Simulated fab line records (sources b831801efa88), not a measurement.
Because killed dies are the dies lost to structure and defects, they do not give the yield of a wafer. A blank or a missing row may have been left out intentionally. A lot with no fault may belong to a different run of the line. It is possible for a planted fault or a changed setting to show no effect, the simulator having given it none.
2 desks looking at one fault | flow sky130 | what lay behind the numbers comes last; until then each desk has only its own

FROM THE METROLOGY DESK
Lot by lot, what the gauges showed, no matter which tool ran the lot: averages of those sampled wafers that carry a number. If a lot's mean is further than 4 standard deviations from the usual mean, the lot is out of limits and carries the mark OUT (the distance appears in the brackets).
Columns: A = cdNm at SKY_LI_CONTACT_CD_MEAS_12, usual 169.6 nm; B = LI_CONTACT_OVL at SKY_LI_CONTACT_OVL_MEAS_13, usual 1 nm
lot  | first seen here | A     | B
L451 | day 30 00:33    | 167.2 | -2
L454 | day 31 19:35    | 168.5 | 1
L461 | day 32 19:49    | 169.9 | -2
L463 | day 33 16:19    | 170.2 | 0
L467 | day 34 17:14    | 167.8 | 4
L471 | day 36 03:31    | 172.0 | 0
This desk's verdict: no lot among the 6 shows anything out of limits.

THE TOOL OWNER'S DESK: pvdSputter-04
At SKY_LI_CONTACT_SPUTTER_20 (material TiN, target thk 20 nm, time 80 s) the tool's own readings: per lot run on this tool, the mean of the sampled wafers that have a number. If a lot's mean is further than 4 standard deviations from the usual mean, the lot is out of limits and carries the mark OUT (the distance appears in the brackets).
Columns: A = throttleValvePct at SKY_LI_CONTACT_SPUTTER_20, usual 30.2 %
lot  | first seen here | A
L454 | day 31 20:17    | 30.0
L461 | day 32 20:26    | 29.8
L463 | day 33 16:56    | 30.2
This desk's verdict: no lot among the 3 shows anything out of limits.

PUT TOGETHER
At the metrology desk, nothing out of limits was observed.
The tool owner's desk saw nothing out of limits.

WHAT WAS PUT IN BY THE SIMULATOR
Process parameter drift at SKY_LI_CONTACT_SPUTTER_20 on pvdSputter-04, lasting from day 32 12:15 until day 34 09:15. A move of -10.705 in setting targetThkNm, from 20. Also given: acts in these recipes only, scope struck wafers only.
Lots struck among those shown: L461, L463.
